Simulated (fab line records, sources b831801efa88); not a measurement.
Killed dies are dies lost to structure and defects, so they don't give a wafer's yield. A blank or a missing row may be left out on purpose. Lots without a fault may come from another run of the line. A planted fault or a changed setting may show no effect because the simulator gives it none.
One fault seen from 2 desks | flow sky130 | each desk has only its own numbers; what lay behind them comes last

THE TOOL OWNER'S DESK: pvd_sputter-01
The tool's own readings at SKY_METAL3_SPUTTER_04 (material TiN, target thk 70 nm, time 58.3 s): means of the sampled wafers that have a number, for each lot that ran on this tool. A lot is out of limits, marked OUT, if its mean lies more than 4 standard deviations from the usual mean; the brackets give that distance.
Columns: A = throttle_valve_pct at SKY_METAL3_SPUTTER_04, usual 30.1 %
lot  | first seen here | A
L293 | day 36 02:56    | 30.2
L302 | day 39 11:08    | 29.3
L304 | day 40 04:07    | 29.5
L305 | day 40 12:32    | 30.3
L312 | day 42 11:19    | 30.3
This desk's finding: nothing out of limits on any of the 5 lots.

THE METROLOGY DESK
What the gauges read, lot by lot, whatever tool the lot ran on: means of the sampled wafers that have a number. A lot is out of limits, marked OUT, if its mean lies more than 4 standard deviations from the usual mean; the brackets give that distance.
Columns: A = METAL3_OVL at SKY_METAL3_OVL_MEAS_14, usual -2 nm
lot  | first seen here | A
L293 | day 38 07:28    | 3
L294 | day 39 10:00    | -6
L299 | day 40 14:28    | 1
L301 | day 41 01:34    | -5
L302 | day 41 12:07    | -2
L303 | day 41 19:35    | -4
L304 | day 42 04:55    | 0
L305 | day 42 13:55    | -1
L312 | day 44 09:28    | -10
L314 | day 44 12:17    | 4
L316 | day 45 03:45    | -3
This desk's finding: nothing out of limits on any of the 11 lots.

PUT TOGETHER
The tool owner's desk saw nothing out of limits.
The metrology desk saw nothing out of limits.

WHAT THE SIMULATOR HAD PUT IN
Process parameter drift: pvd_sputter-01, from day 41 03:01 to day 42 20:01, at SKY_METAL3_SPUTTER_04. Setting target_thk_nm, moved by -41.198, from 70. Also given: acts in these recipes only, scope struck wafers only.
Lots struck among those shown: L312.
